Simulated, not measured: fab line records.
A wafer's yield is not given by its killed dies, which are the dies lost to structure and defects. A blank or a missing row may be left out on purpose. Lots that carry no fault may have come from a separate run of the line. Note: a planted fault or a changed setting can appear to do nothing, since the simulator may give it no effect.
fab line records    flow gf180mcu    part 2 of 2: steps 28 to 39 of 39
record: lots: 5  wafers: 15  last-day: 33
route steps=602 shown V2@402 M3@409 V3@429
lots untouched by any fault: they come from a run of this same line in which no faults occurred
start-h: hours from the record's first day to the start of the lot's first wafer shown    wait-h: hours from the lot's prior step to this one    " as in the row above    L1.1+2: several wafers, shown together as one row    - value missing, or start not given    * or withheld: withheld    < > ~ a bound
route shown NAME@n: NAME is a module with steps in the file, n the number in the route of the first one    usual: mean and standard deviation over wafers with no fault    same: alike in all rows    chamber/n: place in a boat    sites: each site's reading    _std_site: standard deviation across them    _edge_site: outer sites' mean less inner sites'    radius-mm: how far each site lies from the wafer's centre    mask NAME#n: copy n    behind: the last tool/chamber to shape the wafer    hold: reason for holding the lot/hours on hold/outcome of the hold    device: the n, p or np transistor that did not switch    end of line: the route-end tests of the same wafers    for a step that has no rows: nothing shown but its recipe    killed: dies that structure and defects cost at the first sort, which is not the same as the wafer's yield    map: the dies of a wafer, with x for killed, . for not killed, _ for no die there
set.NAME: the setting that was run; set.NAME@STEP: the one run at that earlier step    model.NAME: the simulator's own value behind a step, which no gauge read
certain route steps with their lots: each step a table, each wafer a row
services: from which hour (start-h, from the record's first day; less than 0 if before it) a tool's chamber was out of use, for how many hours, and why
== steps ==
step: GF_V3_CVD_00
recipe: material: SiO2  target-thk-nm: 600  sigma-open-frac: 0.3  temp-c: 400  time-s: 100  sih4-flow-sccm: 60  pressure-mtorr: 6
lot.wafer   tool       chamber  start-h  wait-h
L076.2+3+5  hdpcvd-01  2,1,2    508.67   0.0
L081.2+4+5  hdpcvd-02  0,2,1    556.41   0.0
L084.3+4+5  hdpcvd-01  0,2,0    580.17   0.0
L085.2+4+5  hdpcvd-02  2,2,1    583.37   0.0
L093.3+4+5  hdpcvd-02  1,0,1    651.32   0.0
step: GF_V3_THK_MEAS_01
recipe: reads: SiO2_of_V3_CVD_00
usual: V3_CVD_00_THK: 599/5.6
lot.wafer  tool           chamber  start-h  wait-h  V3_CVD_00_THK[nm]
L076.2     film-metro-01  -        508.75   0.0     611
L076.3     "              -        "        "       606
L076.5     "              -        "        "       613
L081.2     film-metro-02  -        556.49   0.0     600
L081.4     "              -        "        "       596
L081.5     "              -        "        "       589
L084.3     film-metro-04  -        580.27   0.1     600
L084.4     "              -        "        "       605
L084.5     "              -        "        "       598
L085.2     film-metro-04  -        583.46   0.0     592
L085.4     "              -        "        "       598
L085.5     "              -        "        "       600
L093.3     film-metro-04  -        651.49   0.1     587
L093.4     "              -        "        "       589
L093.5     "              -        "        "       591
step: GF_V3_CVD_02
recipe: material: SiO2  target-thk-nm: 850  precursor: TEOS  temp-c: 400  time-s: 94.851  rf-w: 600
usual: heater-power-w: 689/94
lot.wafer  tool      chamber  start-h  wait-h  heater-power-w
L076.2     pecvd-04  1        508.80   0.0     639
L076.3     "         2        "        "       653
L076.5     "         0        "        "       783
L081.2     pecvd-02  0        556.54   0.0     870
L081.4     "         1        "        "       645
L081.5     "         2        "        "       630
L084.3     pecvd-04  1        580.31   0.0     515
L084.4     "         0        "        "       636
L084.5     "         2        "        "       720
L085.2     pecvd-04  1        583.51   0.0     562
L085.4     "         1        "        "       620
L085.5     "         2        "        "       745
L093.3     pecvd-04  2        651.53   0.0     650
L093.4     "         1        "        "       641
L093.5     "         0        "        "       802
step: GF_V3_THK_MEAS_03
recipe: reads: SiO2_of_V3_CVD_02
usual: V3_CVD_02_THK: 850/10
lot.wafer  tool           chamber  start-h  wait-h  V3_CVD_02_THK[nm]
L076.2     film-metro-04  -        508.88   0.0     849
L076.3     "              -        "        "       840
L076.5     "              -        "        "       843
L081.2     film-metro-04  -        556.62   0.0     832
L081.4     "              -        "        "       851
L081.5     "              -        "        "       836
L084.3     film-metro-04  -        580.39   0.1     844
L084.4     "              -        "        "       858
L084.5     "              -        "        "       856
L085.2     film-metro-01  -        583.58   0.0     856
L085.4     "              -        "        "       859
L085.5     "              -        "        "       860
L093.3     film-metro-01  -        651.62   0.1     844
L093.4     "              -        "        "       846
L093.5     "              -        "        "       842
step: GF_V3_CMP_04
recipe: material: SiO2  down-force-psi: 4  platen-rpm: 60  pad-velocity-m-s: 0.94248
usual: motor-current-A: 12.0/1.1  slurry-flow-ml-min: 150.0/0.45  time-to-endpoint-s: 81/4.4
lot.wafer  tool    chamber  start-h  wait-h  motor-current-A  slurry-flow-ml-min  time-to-endpoint-s
L076.3     cmp-01  3        509.09   0.2     10.9             149.9               78
L076.2     "       2        "        "       12.8             149.4               75
L076.5     "       3        "        "       10.2             150.3               78
L081.2     cmp-02  3        556.67   0.0     13.1             150.2               76
L081.4     "       1        "        "       12.6             150.1               83
L081.5     "       0        "        "       13.3             150.4               77
L084.3     cmp-01  0        580.53   0.1     11.4             150.0               76
L084.4     "       1        "        "       11.5             149.5               82
L084.5     "       2        "        "       13.1             150.5               85
L085.2     cmp-01  2        583.78   0.2     12.9             150.3               83
L085.4     "       0        "        "       10.6             149.8               84
L085.5     "       1        "        "       11.1             150.6               86
L093.3     cmp-01  1        651.82   0.2     11.2             149.9               83
L093.4     "       2        "        "       12.8             150.7               76
L093.5     "       1        "        "       11.2             150.0               82
step: GF_V3_BOW_MEAS_05
recipe: mode: bow
usual: V3_BOW: 115/8.9
lot.wafer  tool           chamber  start-h  wait-h  V3_BOW[um]
L076.2     film-metro-02  -        509.41   0.1     126
L076.3     "              -        "        "       130
L076.5     "              -        "        "       126
L081.2     film-metro-04  -        556.99   0.3     123
L081.4     "              -        "        "       122
L081.5     "              -        "        "       116
L084.3     film-metro-01  -        580.77   0.2     115
L084.4     "              -        "        "       107
L084.5     "              -        "        "       111
L085.2     film-metro-04  -        584.05   0.2     124
L085.4     "              -        "        "       121
L085.5     "              -        "        "       128
L093.3     film-metro-01  -        652.11   0.2     112
L093.4     "              -        "        "       114
L093.5     "              -        "        "       119
step: GF_V3_DEHYDRATE_06
recipe: temp-c: 200  time-s: 60
usual: heater-power-total-W: 160.39/0.13
lot.wafer  tool            chamber  start-h  wait-h  heater-power-total-W
L076.2     litho-track-04  0        520.35   10.9    160.37
L076.3     "               0        "        "       160.29
L076.5     "               0        "        "       160.61
L081.2     litho-track-03  0        566.86   9.8     160.52
L081.4     "               0        "        "       160.24
L081.5     "               0        "        "       160.28
L084.3     litho-track-01  0        590.12   9.3     160.55
L084.4     "               0        "        "       160.58
L084.5     "               0        "        "       160.27
L085.2     litho-track-01  0        594.50   10.4    160.40
L085.4     "               0        "        "       160.42
L085.5     "               0        "        "       160.57
L093.3     litho-track-01  0        661.07   8.9     160.47
L093.4     "               0        "        "       160.64
L093.5     "               0        "        "       160.41
step: GF_V3_HMDS_07
recipe: prime-time-s: 60  prime-temp-c: 120
lot.wafer   tool            chamber  start-h  wait-h
L076.2+3+5  litho-track-04  0        520.50   0.1
L081.2+4+5  litho-track-03  0        567.01   0.1
L084.3+4+5  litho-track-01  0        590.27   0.1
L085.2+4+5  litho-track-01  0        594.65   0.1
L093.3+4+5  litho-track-01  0        661.22   0.1
step: GF_V3_COAT_08
recipe: resist: BARC  temp-c: withheld  time-s: withheld  spin-rpm: withheld  resist-thk-nm: withheld
lot.wafer   tool            chamber  start-h  wait-h
L076.2+3+5  litho-track-04  0        520.65   0.1
L081.2+4+5  litho-track-03  0        567.16   0.1
L084.3+4+5  litho-track-01  0        590.42   0.1
L085.2+4+5  litho-track-01  0        594.80   0.1
L093.3+4+5  litho-track-01  0        661.37   0.1
step: GF_V3_COAT_09
recipe: resist: KrF  spin-rpm: withheld  resist-thk-nm: 1000
lot.wafer   tool            chamber  start-h  wait-h
L076.2+3+5  litho-track-04  0        -        -
L081.2+4+5  litho-track-03  0        -        -
L084.3+4+5  litho-track-01  0        -        -
L085.2+4+5  litho-track-01  0        -        -
L093.3+4+5  litho-track-01  0        -        -
step: GF_V3_SOFTBAKE_10
recipe: temp-c: 130  time-s: 57.84  resist: KrF
usual: heater-power-total-W: 94.18/0.062
lot.wafer  tool            chamber  start-h  wait-h  heater-power-total-W
L076.2     litho-track-04  0        -        -       94.03
L076.3     "               0        "        "       94.23
L076.5     "               0        "        "       94.10
L081.2     litho-track-03  0        -        -       94.22
L081.4     "               0        "        "       94.19
L081.5     "               0        "        "       94.05
L084.3     litho-track-01  0        -        -       94.19
L084.4     "               0        "        "       94.17
L084.5     "               0        "        "       94.17
L085.2     litho-track-01  0        -        -       94.28
L085.4     "               0        "        "       94.26
L085.5     "               0        "        "       94.19
L093.3     litho-track-01  0        -        -       94.17
L093.4     "               0        "        "       94.16
L093.5     "               0        "        "       94.22
step: GF_V3_EXPOSE_11
recipe: mask-id: Via3  target-cd-nm: 260  na: 0.68  source-shape: conventional  sigma-outer: 0.6  dose-mj: 38
same: sigma-outer: 0.6
lot.wafer   tool            chamber  start-h  wait-h  mask
L076.2+3+5  krf-scanner-01  0        -        -       Via3#0
L081.2+4+5  krf-scanner-01  0        -        -       Via3#0
L084.3+4+5  krf-scanner-01  0        -        -       Via3#0
L085.2+4+5  krf-scanner-02  0        -        -       Via3#0
L093.3+4+5  krf-scanner-02  0        -        -       Via3#0
== services ==
tool            chamber  start-h  hours  kind
cmp-01          -        459.28   0.3    repair
cvd-w-02        1        473.35   24.5   repair
krf-scanner-01  -        480.78   0.8    pm
krf-scanner-02  -        496.71   0.8    pm
pecvd-04        -        499.79   2.8    pm
pvd-sputter-04  -        500.69   0.9    repair
cmp-01          -        502.14   0.9    repair
cvd-w-02        0        511.45   14.5   repair
krf-scanner-02  -        519.46   2.2    repair
krf-scanner-02  -        520.53   2.5    repair
cmp-01          -        520.97   0.2    repair
pvd-sputter-01  -        536.18   1.1    repair
pvd-sputter-01  -        543.70   4.9    repair
krf-scanner-02  -        544.48   1.0    pm
cmp-01          -        553.92   4.2    pm
krf-scanner-02  -        562.14   1.3    pm
cmp-01          -        572.00   4.0    pm
pvd-sputter-01  -        581.14   27.6   repair
cmp-01          -        585.98   2.4    repair
cmp-02          -        638.21   11.7   pm
krf-scanner-02  -        644.07   0.9    repair
pvd-sputter-01  -        644.27   8.1    repair
pecvd-04        -        658.23   1.1    repair
krf-scanner-02  -        659.82   0.8    pm
